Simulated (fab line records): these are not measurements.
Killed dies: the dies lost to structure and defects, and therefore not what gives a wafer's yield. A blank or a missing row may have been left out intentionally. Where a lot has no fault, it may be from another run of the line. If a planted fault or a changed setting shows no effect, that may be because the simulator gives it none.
Code-filled problem report in 8D (eight disciplines) form | flow sky130 | the parts of the form that need people (team, actions taken, sign-off) are left out

## 1. WHAT IS WRONG
Wafers without a fault read 0.998 a.u., standard deviation 0.011; oes-product-au at SKY_FIELD_ISO_ETCH_17 reads a mean of 0.892 a.u. on 3 wafers belonging to 3 lots. Measured from the usual mean, that is -9.6 standard deviations.
The step: etches Si in HBr/Cl2/O2, target depth 342 nm, time 97.7 s.
First observed at day 5 00:14: wafer L460.6, on rie-si-01. The record holds 38 wafers of 13 lots with a number at this step. Rule for "out" (also "out of limits"): further than 4 standard deviations from the usual mean. The rest of the wafers with a number are treated as sound.

## 2. WHAT IT IS, AND WHAT IT ISN'T
question                    | is                                 | is not
which readings at this step | oes-product-au, throttle-valve-pct | drypump-motor-current-A
which lots                  | L460, L461, L462                   | L448, L450, L451, L453, L454, L455, L456, L457, L458, L470
which wafers of those lots  | L460.6, L461.6, L462.5             | L460.3, L461.2, L461.4, L462.1, L462.2
read on which tools         | rie-si-01                          | rie-si-02
when                        | from day 5 00:14                   | up to then (28 sound wafers); but 7 sound wafers of L461, L462, L470 came after

## 3. WHAT RULES OUT EACH SUSPECT
Counting: if a tool at a process step up to the reading ran every lot that is out, it stays a suspect. Sound lots after the first of them don't rule it out here, since some wafers of a struck lot are sound.
- rie-si-01 at SKY_FIELD_ISO_ETCH_17 (etches Si in HBr/Cl2/O2, target depth 342 nm, time 97.7 s): kept. Ran every lot that is out, first one L460 (day 5 00:14); last sound lot up to then L458 (day 4 14:03). Its own oes-product-au, throttle-valve-pct readings are out on those wafers.
Remaining after the count: rie-si-01 at SKY_FIELD_ISO_ETCH_17.

## 4. THE CAUSE (what the simulator had put in)
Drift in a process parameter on rie-si-01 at SKY_FIELD_ISO_ETCH_17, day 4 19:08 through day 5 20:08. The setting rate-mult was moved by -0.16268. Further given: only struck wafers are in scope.
Only this tool survived the counting.

## 5. SEQUENCE OF EFFECTS, ordered by route
Rows list readings where the struck wafers' mean (over those with a number) sits beyond 3 standard deviations from the usual. Only readings whose record carries a usual standard deviation are examined. hours: median over the lots of the time between each lot's start at the first step of this table that gives one and its start at this step. sigmas: the change, counted in usual standard deviations.
hours | step                  | reading            | usual      | on struck wafers | change | sigmas
0     | SKY_FIELD_ISO_ETCH_17 | oes-product-au     | 0.998 a.u. | 0.892            | -0.106 | -9.6
0     | SKY_FIELD_ISO_ETCH_17 | throttle-valve-pct | 25.658 %   | 25.729           | +0.071 | +5.9
The process steps in it:
- SKY_FIELD_ISO_ETCH_17: etches Si in HBr/Cl2/O2, target depth 342 nm, time 97.7 s.
At these later measuring or inspecting steps, every struck wafer for which the step has a row has a number for every such reading, and none has moved that far: SKY_PWDE_OVL_MEAS_07, SKY_NWELL_TW_MEAS_26.

## 6. HOW IT WOULD HAVE BEEN CAUGHT EARLIER
First out-of-limits reading in this record: day 5 00:14, which is 5 hours after fault onset at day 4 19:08.
